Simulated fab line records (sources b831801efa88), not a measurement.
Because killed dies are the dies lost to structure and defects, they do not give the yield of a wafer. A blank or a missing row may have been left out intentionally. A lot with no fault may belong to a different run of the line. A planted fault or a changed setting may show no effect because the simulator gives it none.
Which tool is to blame? / flow sky130 / 39 wafers from 13 lots sampled at 4 of the route's 708 steps

WHAT THE GAUGES SHOWED, per wafer
SKY_VIA4_OVL_MEAS_11. Usual: for VIA4_OVL the level is 0.0 nm and the standard deviation is 1.5.
lot=L772; measured=day 42 11:40; on=overlay-02; VIA4_OVL (nm)=-1.5 0.7 -0.6; flag=
lot=L773; measured=day 42 19:17; on=overlay-01; VIA4_OVL (nm)=0.7 0.2 0.5; flag=
lot=L774; measured=day 43 21:57; on=overlay-02; VIA4_OVL (nm)=-1.2 -3.3 -2.7; flag=
lot=L775; measured=day 44 01:53; on=overlay-01; VIA4_OVL (nm)=2.0 1.0 -0.9; flag=
lot=L777; measured=day 44 03:35; on=overlay-02; VIA4_OVL (nm)=0.2 0.0 0.1; flag=
lot=L778; measured=day 44 11:18; on=overlay-02; VIA4_OVL (nm)=-1.3 1.0 -0.6; flag=
lot=L780; measured=day 45 05:33; on=overlay-02; VIA4_OVL (nm)=1.1 2.5 0.1; flag=
lot=L781; measured=day 45 08:06; on=overlay-02; VIA4_OVL (nm)=0.8 0.6 -1.5; flag=
lot=L782; measured=day 45 11:06; on=overlay-02; VIA4_OVL (nm)=-0.4 -0.2 0.2; flag=
lot=L783; measured=day 45 18:27; on=overlay-02; VIA4_OVL (nm)=2.0 3.0 1.8; flag=
lot=L793; measured=day 48 04:42; on=overlay-01; VIA4_OVL (nm)=-0.7 -0.3 -0.4; flag=
lot=L795; measured=day 49 04:55; on=overlay-01; VIA4_OVL (nm)=1.2 -1.0 -1.1; flag=
lot=L794; measured=day 49 08:07; on=overlay-01; VIA4_OVL (nm)=4.1 0.5 2.4; flag=

SKY_METAL5_THK_MEAS_06: measures by xrf. Usual: for METAL5_ALCU_THK the level is 1138 nm and the standard deviation is 15.
lot=L772; measured=day 42 13:53; on=film_metro-03; METAL5_ALCU_THK (nm)=1120 1130 1127; flag=
lot=L773; measured=day 42 20:59; on=film_metro-03; METAL5_ALCU_THK (nm)=1153 1144 1154; flag=
lot=L774; measured=day 43 23:37; on=film_metro-02; METAL5_ALCU_THK (nm)=1148 1145 1136; flag=
lot=L775; measured=day 44 03:49; on=film_metro-02; METAL5_ALCU_THK (nm)=1141 1132 1139; flag=
lot=L777; measured=day 44 05:16; on=film_metro-03; METAL5_ALCU_THK (nm)=1144 1134 1125; flag=
lot=L778; measured=day 44 13:02; on=film_metro-03; METAL5_ALCU_THK (nm)=1116 1112 1110; flag=
lot=L780; measured=day 45 07:15; on=film_metro-02; METAL5_ALCU_THK (nm)=1140 1146 1139; flag=
lot=L781; measured=day 45 09:49; on=film_metro-03; METAL5_ALCU_THK (nm)=1150 1157 1147; flag=
lot=L782; measured=day 45 12:49; on=film_metro-03; METAL5_ALCU_THK (nm)=1136 1134 1139; flag=
lot=L783; measured=day 45 20:10; on=film_metro-04; METAL5_ALCU_THK (nm)=1138 1130 1137; flag=
lot=L793; measured=day 48 06:23; on=film_metro-04; METAL5_ALCU_THK (nm)=1155 1150 1148; flag=
lot=L795; measured=day 49 06:36; on=film_metro-04; METAL5_ALCU_THK (nm)=1132 1134 1127; flag=
lot=L794; measured=day 49 09:49; on=film_metro-04; METAL5_ALCU_THK (nm)=1140 1135 1129; flag=

EACH LOT AND THE TOOL THAT RAN IT (in order: tool; ch and the chambers of the sampled wafers; start)
lot=L772; SKY_CONTACT_HDPCVD_02=hdpcvd-01 ch 0,2, day 30 00:59; SKY_VIA4_CVD_18=cvd_w-01 ch 0,1, day 42 12:28
lot=L773; SKY_CONTACT_HDPCVD_02=hdpcvd-01 ch 0,1, day 30 11:17; SKY_VIA4_CVD_18=cvd_w-02 ch 0,1, day 42 20:03
lot=L774; SKY_CONTACT_HDPCVD_02=hdpcvd-01 ch 0,1,2, day 31 20:05; SKY_VIA4_CVD_18=cvd_w-01 ch 0,1, day 43 22:43
lot=L775; SKY_CONTACT_HDPCVD_02=hdpcvd-01 ch 0,1,2, day 31 22:37; SKY_VIA4_CVD_18=cvd_w-01 ch 0,1, day 44 02:39
lot=L777; SKY_CONTACT_HDPCVD_02=hdpcvd-02 ch 0,1,2, day 32 00:28; SKY_VIA4_CVD_18=cvd_w-01 ch 0,1, day 44 04:21
lot=L778; SKY_CONTACT_HDPCVD_02=hdpcvd-02 ch 0,1, day 32 08:18; SKY_VIA4_CVD_18=cvd_w-02 ch 0,1, day 44 12:04
lot=L780; SKY_CONTACT_HDPCVD_02=hdpcvd-02 ch 0,2, day 33 05:58; SKY_VIA4_CVD_18=cvd_w-01 ch 0,1, day 45 06:19
lot=L781; SKY_CONTACT_HDPCVD_02=hdpcvd-01 ch 0,1,2, day 33 09:16; SKY_VIA4_CVD_18=cvd_w-02 ch 0,1, day 45 08:54
lot=L782; SKY_CONTACT_HDPCVD_02=hdpcvd-01 ch 1,2, day 33 14:46; SKY_VIA4_CVD_18=cvd_w-01 ch 0,1, day 45 11:54
lot=L783; SKY_CONTACT_HDPCVD_02=hdpcvd-02 ch 0,2, day 33 22:52; SKY_VIA4_CVD_18=cvd_w-01 ch 0,1, day 45 19:14
lot=L793; SKY_CONTACT_HDPCVD_02=hdpcvd-02 ch 1,2, day 37 05:43; SKY_VIA4_CVD_18=cvd_w-01 ch 0,1, day 48 05:28
lot=L795; SKY_CONTACT_HDPCVD_02=hdpcvd-01 ch 1,2, day 38 17:38; SKY_VIA4_CVD_18=cvd_w-02 ch 0,1, day 49 05:40
lot=L794; SKY_CONTACT_HDPCVD_02=hdpcvd-01 ch 1,2, day 38 20:04; SKY_VIA4_CVD_18=cvd_w-01 ch 0,1, day 49 08:55
- SKY_CONTACT_HDPCVD_02: deposits SiO2, target thk 565 nm, time 94.2 s.
- SKY_VIA4_CVD_18: deposits W, target thk 505 nm, time 152.14 s.

AS READ BY THE TOOLS THEMSELVES (means over the sampled wafers that have a number; for cases with no such wafer, the mark the record gives instead)
SKY_CONTACT_HDPCVD_02. Usual: 599.96 C for susceptor_temp_C, sd 0.28.
lot=L772; tool=hdpcvd-01; susceptor_temp_C (C)=600.17; flag=
lot=L773; tool=hdpcvd-01; susceptor_temp_C (C)=599.85; flag=
lot=L774; tool=hdpcvd-01; susceptor_temp_C (C)=599.97; flag=
lot=L775; tool=hdpcvd-01; susceptor_temp_C (C)=599.94; flag=
lot=L777; tool=hdpcvd-02; susceptor_temp_C (C)=600.19; flag=
lot=L778; tool=hdpcvd-02; susceptor_temp_C (C)=599.82; flag=
lot=L780; tool=hdpcvd-02; susceptor_temp_C (C)=599.93; flag=
lot=L781; tool=hdpcvd-01; susceptor_temp_C (C)=600.08; flag=
lot=L782; tool=hdpcvd-01; susceptor_temp_C (C)=599.61; flag=
lot=L783; tool=hdpcvd-02; susceptor_temp_C (C)=599.98; flag=
lot=L793; tool=hdpcvd-02; susceptor_temp_C (C)=599.64; flag=
lot=L795; tool=hdpcvd-01; susceptor_temp_C (C)=599.93; flag=
lot=L794; tool=hdpcvd-01; susceptor_temp_C (C)=599.75; flag=

SKY_VIA4_CVD_18. Usual: heater_power_w 809 W, standard deviation 75; susceptor_temp_C 399.99 C, standard deviation 0.21.
lot=L772; tool=cvd_w-01; heater_power_w (W)=873; susceptor_temp_C (C)=400.15; flag=
lot=L773; tool=cvd_w-02; heater_power_w (W)=739; susceptor_temp_C (C)=400.03; flag=
lot=L774; tool=cvd_w-01; heater_power_w (W)=838; susceptor_temp_C (C)=399.94; flag=
lot=L775; tool=cvd_w-01; heater_power_w (W)=883; susceptor_temp_C (C)=400.11; flag=
lot=L777; tool=cvd_w-01; heater_power_w (W)=884; susceptor_temp_C (C)=399.92; flag=
lot=L778; tool=cvd_w-02; heater_power_w (W)=733; susceptor_temp_C (C)=399.69; flag=
lot=L780; tool=cvd_w-01; heater_power_w (W)=891; susceptor_temp_C (C)=399.74; flag=
lot=L781; tool=cvd_w-02; heater_power_w (W)=735; susceptor_temp_C (C)=399.98; flag=
lot=L782; tool=cvd_w-01; heater_power_w (W)=839; susceptor_temp_C (C)=400.19; flag=
lot=L783; tool=cvd_w-01; heater_power_w (W)=887; susceptor_temp_C (C)=400.14; flag=
lot=L793; tool=cvd_w-01; heater_power_w (W)=892; susceptor_temp_C (C)=399.96; flag=
lot=L795; tool=cvd_w-02; heater_power_w (W)=742; susceptor_temp_C (C)=399.88; flag=
lot=L794; tool=cvd_w-01; heater_power_w (W)=858; susceptor_temp_C (C)=399.98; flag=

THE ANSWER, worked out from the rows above alone
Rule: a lot counts as off when the mean over its wafers that have a number is more than 3 standard deviations away from the usual mean. A lot without any number at a reading at which 4 lots or more have one is off too. Any other lot the step has rows for is counted as sound. After the gauges, taken in route order, come the tools' own readings; for these a lot's mean is taken, as printed above. The first step at which some lot is off is used, and at that step the reading that is off furthest; a lot without a number counts as furthest.
None of the lots is off at any reading shown; this tells nothing.

WHAT THE SIMULATOR HAD PUT IN
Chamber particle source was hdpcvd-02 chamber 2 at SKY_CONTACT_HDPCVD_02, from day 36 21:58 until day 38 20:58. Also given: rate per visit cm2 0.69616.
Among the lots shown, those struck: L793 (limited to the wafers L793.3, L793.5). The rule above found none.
